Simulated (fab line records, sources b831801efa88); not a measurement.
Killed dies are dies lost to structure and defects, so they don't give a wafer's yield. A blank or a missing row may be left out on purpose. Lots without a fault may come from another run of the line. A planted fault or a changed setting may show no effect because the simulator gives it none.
fab line records | flow sky130
record lots=6 wafers=18 last_day=50
route steps=708 shown SD_N@356 SD_P@359 RES_XHIGH@360 SALICIDE@361 LI_CONTACT@362 PAD_OPEN@708
lots that met no fault: from a run of the same line without faults
start_h: hours from the record's first day to the start of the lot's first wafer shown | wait_h: hours since the lot's step before | " the same as in the row above | L1.1+2: a row that stands for several wafers | - no value, or no start given | * or withheld: withheld | < > ~ a bound
route shown NAME@n: a module of which the file shows steps, and the number in the route of the first | usual: mean/standard deviation of fault-free wafers | same: alike in all rows | chamber/n: place in a boat | sites: the reading at each site | _std_site: their standard deviation | _edge_site: outer sites' mean less inner sites' | radius_mm: how far each site lies from the wafer's centre | mask NAME#n: copy n | behind: the tool/chamber that last shaped the wafer | hold: why the lot was held/for how many hours/how that ended | device: the transistor (n, p or np) that didn't switch | end of line: the same wafers' tests at the end of the route | a step without rows: its recipe alone | killed: dies lost to structure and defects at the first sort, not the wafer's yield | map: a wafer's dies, x killed, . not, _ none there
set.NAME: the setting as run; set.NAME@STEP: as run at that earlier step | model.NAME: the simulator's own value behind a step, which no gauge read
lots at some steps of the route; a table a step, a row a wafer
services: from which hour (start_h, from the record's first day; less than 0 if before it) a tool's chamber was out of use, for how many hours, and why
## steps
# step SKY_SD_N_RTA_14
# recipe temp_c=1075 time_s=2 idle_temp_c=650 ramp_up_c_per_s=150 ramp_down_c_per_s=90 ambient=N2
# usual lamp_power_pct=15.74/0.051 ramp_up_c_per_s=150.00/0.028 wafer_temp_C_max=1078.1/1.2
# columns lot.wafer tool chamber start_h wait_h lamp_power_pct ramp_up_c_per_s wafer_temp_C_max
L717.3 rtp_anneal-02 0 745.35 0.0 15.77 150.02 1079.7
L717.4 " 0 " " 15.82 150.06 1077.2
L717.5 " 0 " " 15.73 150.02 1079.6
L718.1 rtp_anneal-01 0 752.78 0.0 15.87 149.99 1077.5
L718.3 " 0 " " 15.73 150.03 1076.0
L718.6 " 0 " " 15.78 150.01 1078.1
L724.2 rtp_anneal-01 0 794.75 0.0 15.70 149.97 1080.3
L724.3 " 0 " " 15.79 150.05 1079.1
L724.5 " 0 " " 15.66 149.98 1077.5
L725.2 rtp_anneal-02 0 801.20 0.0 15.67 149.97 1078.9
L725.4 " 0 " " 15.84 150.00 1079.2
L725.5 " 0 " " 15.69 149.96 1078.1
L726.1 rtp_anneal-01 0 801.49 0.0 15.73 149.98 1078.6
L726.4 " 0 " " 15.75 149.99 1077.5
L726.5 " 0 " " 15.78 149.97 1076.9
L729.1 rtp_anneal-02 0 826.01 0.0 15.76 149.95 1079.0
L729.4 " 0 " " 15.83 149.98 1078.0
L729.6 " 0 " " 15.72 149.99 1078.3
# step SKY_SD_N_RS_MEAS_16
# recipe thk_meas_gauge=four-point-probe
# usual SD_N_RS=68.58/0.12
# columns lot.wafer tool chamber start_h wait_h SD_N_RS[ohm/sq]
L717.3 film_metro-04 - 745.54 0.1 68.41
L717.4 " - " " 68.61
L717.5 " - " " 68.50
L718.1 film_metro-01 - 752.95 0.1 68.45
L718.3 " - " " 68.49
L718.6 " - " " 68.64
L724.2 film_metro-04 - 794.94 0.1 68.71
L724.3 " - " " 68.58
L724.5 " - " " 68.55
L725.2 film_metro-01 - 801.38 0.1 68.56
L725.4 " - " " 68.47
L725.5 " - " " 68.56
L726.1 film_metro-02 - 801.66 0.1 68.76
L726.4 " - " " 68.50
L726.5 " - " " 68.64
L729.1 film_metro-02 - 826.18 0.1 68.56
L729.4 " - " " 68.71
L729.6 " - " " 68.73
# step SKY_SD_N_RS_MEAS_17
# recipe thk_meas_gauge=four-point-probe
# usual SD_P_RS=147.1/0.39
# columns lot.wafer tool chamber start_h wait_h SD_P_RS[ohm/sq]
L717.3 film_metro-04 - 745.66 0.1 146.8
L717.4 " - " " 147.2
L717.5 " - " " 147.2
L718.1 film_metro-01 - 753.07 0.1 146.7
L718.3 " - " " 147.0
L718.6 " - " " 147.5
L724.2 film_metro-04 - 795.06 0.1 146.9
L724.3 " - " " 147.0
L724.5 " - " " 146.7
L725.2 film_metro-01 - 801.50 0.1 147.3
L725.4 " - " " 146.8
L725.5 " - " " 146.7
L726.1 film_metro-02 - 801.78 0.1 147.0
L726.4 " - " " 147.1
L726.5 " - " " 146.9
L729.1 film_metro-02 - 826.30 0.1 146.9
L729.4 " - " " 147.8
L729.6 " - " " 147.5
# step SKY_SD_N_RS_MEAS_18
# recipe thk_meas_gauge=four-point-probe
# usual RES_XHIGH_RS=336.3/1.3
# columns lot.wafer tool chamber start_h wait_h RES_XHIGH_RS[ohm/sq]
L717.3 film_metro-04 - 745.78 0.1 337.7
L717.4 " - " " 336.8
L717.5 " - " " 337.3
L718.1 film_metro-01 - 753.19 0.1 334.9
L718.3 " - " " 336.8
L718.6 " - " " 336.1
L724.2 film_metro-04 - 795.18 0.1 339.1
L724.3 " - " " 336.9
L724.5 " - " " 339.4
L725.2 film_metro-01 - 801.62 0.1 335.5
L725.4 " - " " 336.3
L725.5 " - " " 336.0
L726.1 film_metro-02 - 801.90 0.1 338.2
L726.4 " - " " 338.4
L726.5 " - " " 339.8
L729.1 film_metro-02 - 826.42 0.1 336.0
L729.4 " - " " 335.7
L729.6 " - " " 335.7
# step SKY_SALICIDE_CLEAN_00
# recipe chemistry=HF-last time_s=30 dilution=100:1 dry=ipa_marangoni
# step SKY_LI_CONTACT_HDPCVD_00
# recipe material=PSG target_thk_nm=930 sigma_open_frac=0.3 time_s=155 temp_c=600 sih4_flow_sccm=62.34 pressure_mtorr=6
# step SKY_LI_CONTACT_THK_MEAS_01
# recipe reads=PSG_of_LI_CONTACT_HDPCVD_00
# usual LI_CONTACT_HDPCVD_THK=961/11
# columns lot.wafer tool chamber start_h wait_h LI_CONTACT_HDPCVD_THK[nm]
L717.3 film_metro-04 - 746.00 0.1 973
L717.4 " - " " 963
L717.5 " - " " 973
L718.1 film_metro-04 - 753.45 0.1 961
L718.3 " - " " 957
L718.6 " - " " 949
L724.2 film_metro-02 - 795.41 0.1 948
L724.3 " - " " 966
L724.5 " - " " 953
L725.2 film_metro-01 - 801.85 0.1 951
L725.4 " - " " 956
L725.5 " - " " 956
L726.1 film_metro-04 - 802.14 0.1 971
L726.4 " - " " 970
L726.5 " - " " 980
L729.1 film_metro-04 - 826.66 0.1 976
L729.4 " - " " 968
L729.6 " - " " 954
# step SKY_LI_CONTACT_CMP_02
# recipe material=PSG down_force_psi=4 platen_rpm=60 pad_velocity_m_s=0.94248
# usual motor_current_A=11.9/1.2 time_to_endpoint_s=36/3.4
# columns lot.wafer tool chamber start_h wait_h motor_current_A time_to_endpoint_s
L717.4 cmp-02 3 746.04 0.0 14.0 32
L717.3 " 0 " " 10.4 33
L717.5 " 0 " " 11.2 34
L718.3 cmp-01 0 753.51 0.0 12.3 39
L718.1 " 1 " " 10.7 32
L718.6 " 1 " " 11.0 31
L724.2 cmp-01 1 795.46 0.0 10.8 31
L724.3 " 0 " " 12.9 36
L724.5 " 1 " " 11.3 33
L725.4 cmp-02 1 801.90 0.0 11.4 41
L725.2 " 0 " " 11.0 34
L725.5 " 2 " " 12.4 38
L726.4 cmp-01 3 802.20 0.0 10.9 36
L726.1 " 0 " " 11.9 34
L726.5 " 0 " " 12.3 36
L729.1 cmp-02 2 826.72 0.1 12.5 37
L729.4 " 0 " " 11.1 33
L729.6 " 3 " " 14.7 31
# step SKY_LI_CONTACT_BOW_MEAS_03
# recipe mode=bow
# usual LI_CONTACT_BOW=57/6.6
# columns lot.wafer tool chamber start_h wait_h LI_CONTACT_BOW[um]
L717.3 film_metro-02 - 746.38 0.2 61
L717.4 " - " " 51
L717.5 " - " " 59
L718.1 film_metro-01 - 753.81 0.2 63
L718.3 " - " " 58
L718.6 " - " " 54
L724.2 film_metro-04 - 795.78 0.3 53
L724.3 " - " " 51
L724.5 " - " " 60
L725.2 film_metro-02 - 802.22 0.1 56
L725.4 " - " " 56
L725.5 " - " " 55
L726.1 film_metro-01 - 802.50 0.2 55
L726.4 " - " " 58
L726.5 " - " " 48
L729.1 film_metro-02 - 827.02 0.2 57
L729.4 " - " " 56
L729.6 " - " " 61
# step SKY_LI_CONTACT_DEHYDRATE_04
# recipe temp_c=200 time_s=60
# step SKY_LI_CONTACT_HMDS_05
# recipe prime_time_s=60 prime_temp_c=120
# step SKY_LI_CONTACT_COAT_06
# recipe resist=BARC temp_c=withheld time_s=withheld spin_rpm=3000 resist_thk_nm=60
# columns lot.wafer tool chamber start_h wait_h
L717.3+4+5 litho_track-02 0 759.25 0.1
L718.1+3+6 litho_track-01 0 767.31 0.1
L724.2+3+5 litho_track-01 0 808.64 0.1
L725.2+4+5 litho_track-01 0 814.59 0.1
L726.1+4+5 litho_track-02 0 814.85 0.1
L729.1+4+6 litho_track-02 0 840.00 0.1
# step SKY_LI_CONTACT_COAT_07
# recipe resist=KrF-thick spin_rpm=3000 resist_thk_nm=450
# step SKY_LI_CONTACT_SOFTBAKE_08
# recipe temp_c=100 time_s=90 resist=KrF-thick
# step SKY_LI_CONTACT_EXPOSE_09
# recipe mask_id=LICM1 na=0.8 source_shape=annular sigma_inner=0.55 sigma_outer=0.85 target_cd_nm=170 dose_mj=38
# step SKY_LI_CONTACT_PEB_10
# recipe peb_temp_c=withheld peb_time_s=withheld resist=KrF-thick
# step SKY_LI_CONTACT_DEVELOP_11
# recipe develop_time_s=60 resist=KrF-thick dev_temp_c=21.63
# step SKY_LI_CONTACT_CD_MEAS_12
# recipe target_cd_nm=170
# usual cd_nm=170.4/1
# columns lot.wafer tool chamber start_h wait_h cd_nm
L717.3 cd_sem-01 - 773.26 - 170.7
L717.4 " - " " 171.0
L717.5 " - " " 170.7
L718.1 cd_sem-02 - 781.17 - 170.9
L718.3 " - " " 170.5
L718.6 " - " " 171.4
L724.2 cd_sem-02 - 822.47 - 171.2
L724.3 " - " " 173.3
L724.5 " - " " 170.7
L725.2 cd_sem-01 - 828.85 - 170.4
L725.4 " - " " 170.5
L725.5 " - " " 170.1
L726.1 cd_sem-02 - 829.16 - 170.1
L726.4 " - " " 170.1
L726.5 " - " " 168.5
L729.1 cd_sem-02 - 853.66 - 171.2
L729.4 " - " " 170.5
L729.6 " - " " 171.7
# step SKY_LI_CONTACT_OVL_MEAS_13
# usual LI_CONTACT_OVL=-2/5.5
# columns lot.wafer tool chamber start_h wait_h LI_CONTACT_OVL[nm]
L717.3 overlay-01 - 773.36 0.1 -4
L717.4 " - " " -4
L717.5 " - " " -4
L718.1 overlay-01 - 781.29 0.1 -11
L718.3 " - " " -8
L718.6 " - " " -13
L724.2 overlay-01 - 822.58 0.1 -3
L724.3 " - " " -7
L724.5 " - " " 0
L725.2 overlay-01 - 828.95 0.1 -7
L725.4 " - " " -5
L725.5 " - " " 8
L726.1 overlay-02 - 829.28 0.1 -1
L726.4 " - " " -1
L726.5 " - " " 7
L729.1 overlay-01 - 853.78 0.1 -5
L729.4 " - " " -9
L729.6 " - " " -7
# step SKY_LI_CONTACT_ETCH_14
# recipe chemistry=N2/H2 target=BARC ion_energy_ev=200 source_w=500 bias_w=100 pressure_mtorr=30 n2_flow_sccm=100 h2_flow_sccm=200 stop_on=SiO2 time_s=45.9 target_depth_a=600
# usual drypump_motor_current_A=5.6/0.48 h2_flow_sccm=200.0/0.59 n2_flow_sccm=100.0/0.31 oes_product_au=0.855/0.0047 throttle_valve_pct=13.223/0.0088
# columns lot.wafer tool chamber start_h wait_h drypump_motor_current_A h2_flow_sccm n2_flow_sccm oes_product_au rf_hours_counter_h throttle_valve_pct model.etch.depth_nm
L717.3 rie_diel-03 2 773.38 0.0 6.2 199.6 99.8 0.851 14 13.228 59.71
L717.4 " 1 " " 6.2 200.0 100.8 0.859 15 13.215 59.86
L717.5 " 0 " " 5.3 199.5 100.5 0.850 - 13.237 59.8
L718.1 rie_diel-03 1 781.33 0.0 6.3 200.6 99.8 0.859 16 13.230 60.22
L718.3 " 2 " " 6.2 200.6 100.0 0.861 15 13.213 60.28
L718.6 " 1 " " 6.2 199.9 99.5 0.862 - 13.227 60.12
L724.2 rie_diel-03 0 822.61 0.0 5.3 199.9 100.2 0.792 9 13.196 53.45
L724.3 " 1 " " 6.2 199.4 99.9 0.803 17 13.232 53.53
L724.5 " 0 " " 5.3 199.9 99.3 0.807 - 13.214 53.48
L725.2 rie_diel-03 3 828.98 0.0 5.1 200.3 99.4 0.803 3 13.212 53.55
L725.4 " 2 " " 6.1 200.9 100.3 0.803 16 13.213 53.69
L725.5 " 2 " " 6.1 200.3 100.1 0.803 - 13.228 53.63
L726.1 rie_diel-04 1 829.32 0.0 5.6 199.4 99.8 0.860 7 13.218 60.38
L726.4 " 2 " " 5.7 199.9 99.8 0.850 6 13.238 60.23
L726.5 " 2 " " 5.7 200.0 99.5 0.857 - 13.240 60.19
L729.1 rie_diel-04 3 853.82 0.0 5.0 200.3 99.8 0.853 1 13.217 59.98
L729.4 " 1 " " 5.6 200.3 100.0 0.849 7 13.234 59.93
L729.6 " 3 " " 5.0 199.6 100.1 0.849 - 13.208 59.87
# step SKY_LI_CONTACT_ETCH_15
# recipe target=PSG chemistry=C4F8/O2/Ar stop_on=Si taper_deg=4.15 mask_material=KrF-thick source_w=1500 bias_w=1200 pressure_mtorr=40 c4f8_flow_sccm=withheld O2_flow_sccm=6 Ar_flow_sccm=300 time_s=withheld target_depth_a=6000
# usual oes_product_au=0.837/0.0049
# columns lot.wafer tool chamber start_h wait_h oes_product_au
L717.3 rie_diel-03 2 773.42 0.0 0.837
L717.4 " 1 " " 0.835
L717.5 " 0 " " 0.829
L718.1 rie_diel-03 1 781.37 0.0 0.834
L718.3 " 2 " " 0.836
L718.6 " 1 " " 0.839
L724.2 rie_diel-03 0 822.65 0.0 0.834
L724.3 " 1 " " 0.836
L724.5 " 0 " " 0.829
L725.2 rie_diel-03 3 829.02 0.0 0.828
L725.4 " 2 " " 0.832
L725.5 " 2 " " 0.838
L726.1 rie_diel-04 1 829.36 0.0 0.833
L726.4 " 2 " " 0.838
L726.5 " 2 " " 0.836
L729.1 rie_diel-04 3 853.86 0.0 0.835
L729.4 " 1 " " 0.840
L729.6 " 3 " " 0.843
# step SKY_PAD_OPEN_PROBE_99
# usual killed_at_M0_to_M3=43/6.6 killed_at_M4_up=3.0/1.7 killed_at_contacts=24/5.4 killed_at_front_end=16/4.6 killed_at_other=0.3/0.53 killed_dies=87/9.7 killed_open=47/7.3 killed_short=39/6.5
# same gross_dies=492 killed_at_back_side=0
# columns lot.wafer tool chamber start_h wait_h killed_at_M0_to_M3 killed_at_M4_up killed_at_contacts killed_at_front_end killed_at_other killed_dies killed_open killed_short
L718.1 prober-02 - 1152.18 0.1 36 3 20 22 0 81 44 37
L718.3 prober-02 - 1152.28 0.2 41 2 24 16 0 83 43 40
L718.6 prober-02 - 1152.43 0.2 44 3 30 20 1 98 52 46
L724.2 prober-02 - 1177.83 0.1 45 2 32 9 0 88 51 37
L724.3 prober-02 - 1177.88 0.2 50 4 23 22 0 99 57 42
L724.5 prober-02 - 1177.98 0.2 49 1 13 20 1 84 46 38
L726.1 prober-02 - 1183.56 0.1 44 3 19 15 0 81 46 35
L726.4 prober-02 - 1183.71 0.2 52 3 26 20 0 101 58 40
L726.5 prober-02 - 1183.76 0.2 43 2 11 24 0 80 50 30
L729.1 prober-01 - 1199.96 0.1 45 4 30 15 1 95 46 47
L729.4 prober-01 - 1200.11 0.2 47 1 25 14 1 88 52 35
L729.6 prober-01 - 1200.21 0.2 45 3 34 17 0 99 62 37
# killed by level:class
L718.1 CONTACT:geometric_particle:open=10 VIA1:geometric_particle:open=10 FIELD_ISO:geometric_particle:short=7 METAL2:geometric_particle:short=6 VIA3:geometric_particle:open=5 FIELD_ISO:geometric_particle:open=4 POLY_GATE:geometric_particle:short=4 POLY_GATE:geometric_particle:open=4
L718.3 CONTACT:geometric_particle:open=9 POLY_GATE:geometric_particle:short=7 VIA2:geometric_particle:short=7 VIA1:geometric_particle:open=7 LI_CONTACT:geometric_particle:open=6 VIA3:geometric_particle:open=6 VIA2:geometric_particle:open=5 METAL1:geometric_particle:short=3
L718.6 METAL1:geometric_particle:short=10 LI_CONTACT:geometric_particle:open=9 CONTACT:geometric_particle:open=9 VIA2:geometric_particle:open=8 FIELD_ISO:geometric_particle:short=5 VIA1:geometric_particle:open=5 POLY_GATE:geometric_particle:open=5 METAL1:geometric_particle:open=5
L724.2 CONTACT:geometric_particle:open=12 LI_CONTACT:geometric_particle:open=9 VIA3:geometric_particle:open=8 VIA1:geometric_particle:open=8 METAL2:geometric_particle:short=8 VIA2:geometric_particle:open=7 LOCAL_INTERCONNECT:geometric_particle:short=6 FIELD_ISO:geometric_particle:short=5
L724.3 CONTACT:geometric_particle:open=9 VIA3:geometric_particle:open=9 VIA2:geometric_particle:open=6 LI_CONTACT:geometric_particle:open=6 VIA1:geometric_particle:open=6 METAL2:geometric_particle:short=6 FIELD_ISO:geometric_particle:open=5 VIA3:geometric_particle:short=5
L724.5 VIA1:geometric_particle:open=14 FIELD_ISO:geometric_particle:short=7 METAL1:geometric_particle:short=6 VIA3:geometric_particle:open=6 POLY_GATE:geometric_particle:short=5 POLY_GATE:geometric_particle:open=5 CONTACT:geometric_particle:open=5 VIA2:geometric_particle:open=5
L726.1 VIA1:geometric_particle:open=8 LI_CONTACT:geometric_particle:open=7 VIA2:geometric_particle:open=7 POLY_GATE:geometric_particle:open=5 METAL2:geometric_particle:open=5 METAL2:geometric_particle:short=5 VIA3:geometric_particle:open=5 VIA2:geometric_particle:short=5
L726.4 CONTACT:geometric_particle:open=14 VIA1:geometric_particle:open=14 METAL2:geometric_particle:short=9 METAL1:geometric_particle:short=8 POLY_GATE:geometric_particle:open=6 VIA3:geometric_particle:open=6 FIELD_ISO:geometric_particle:open=4 LI_CONTACT:geometric_particle:open=4
L726.5 VIA1:geometric_particle:open=16 POLY_GATE:geometric_particle:open=8 VIA3:geometric_particle:open=8 POLY_GATE:geometric_particle:short=7 CONTACT:geometric_particle:open=6 VIA3:geometric_particle:short=4 VIA2:geometric_particle:open=4 FIELD_ISO:geometric_particle:short=3
L729.1 CONTACT:geometric_particle:open=13 VIA1:geometric_particle:open=12 METAL2:geometric_particle:short=9 LI_CONTACT:geometric_particle:open=6 METAL1:geometric_particle:short=6 VIA1:geometric_particle:short=5 LI_CONTACT:geometric_particle:short=5 FIELD_ISO:geometric_particle:open=4
L729.4 VIA1:geometric_particle:open=10 CONTACT:geometric_particle:open=9 VIA3:geometric_particle:open=9 METAL2:geometric_particle:short=9 LI_CONTACT:geometric_particle:open=7 VIA1:geometric_particle:short=6 CONTACT:geometric_particle:short=5 METAL1:geometric_particle:short=4
L729.6 CONTACT:geometric_particle:open=16 VIA1:geometric_particle:open=11 VIA3:geometric_particle:open=10 LI_CONTACT:geometric_particle:open=8 FIELD_ISO:geometric_particle:open=6 VIA1:geometric_particle:short=5 METAL2:geometric_particle:short=5 FIELD_ISO:geometric_particle:short=4
## services
# columns tool chamber start_h hours kind
cmp-01 - 725.82 3.5 repair
cmp-01 - 737.27 2.6 repair
rie_diel-04 3 740.09 11.0 repair
rtp_anneal-01 - 740.63 4.7 pm
cmp-01 - 744.15 4.0 pm
cmp-01 - 748.15 - consumable_replace:conditioner
cmp-01 - 748.15 - consumable_replace:pad
rie_diel-04 3 796.03 - clean
rie_diel-04 3 796.03 16.5 scheduled_down
rie_diel-04 3 796.03 16.5 vent_cycle
rie_diel-03 2 801.36 4.8 repair
rie_diel-04 0 806.76 10.0 repair
cmp-01 - 817.20 0.9 repair
cmp-01 - 831.09 2.7 repair
cmp-01 - 835.00 17.5 pm
rie_diel-04 0 839.58 5.2 repair
## key
first_sign step=SKY_LI_CONTACT_ETCH_14 reading=oes_product_au direction=down sigmas=11 usual=0.855 struck=0.802
effect none on later readings
model_effect step=SKY_LI_CONTACT_ETCH_14 value=etch.depth_nm without=59.92 struck=53.55
met_at SKY_LI_CONTACT_COAT_06
struck_wafers L724.2,L724.3,L724.5,L725.2,L725.4,L725.5
tester_left_out L724,L725
onset_between 767.31 808.64
also_fits SKY_LI_CONTACT_ETCH_14:rie_diel-03
fault kind=process_parameter_drift tool=litho_track-01 chamber=- onset_h=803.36 steps=SKY_LI_CONTACT_COAT_06 channel=resist_thk_nm offset=-6.3778 shape=step end_h=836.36 acts_in=these_recipes_only stated=60
# tester_left_out: of these lots the tester's yield and bins aren't shown, on N5 and GAA mostly nor the transistor test; their killed dies are dies lost to structure and defects alone, not to doping, threshold or leakage, so they don't give the yield
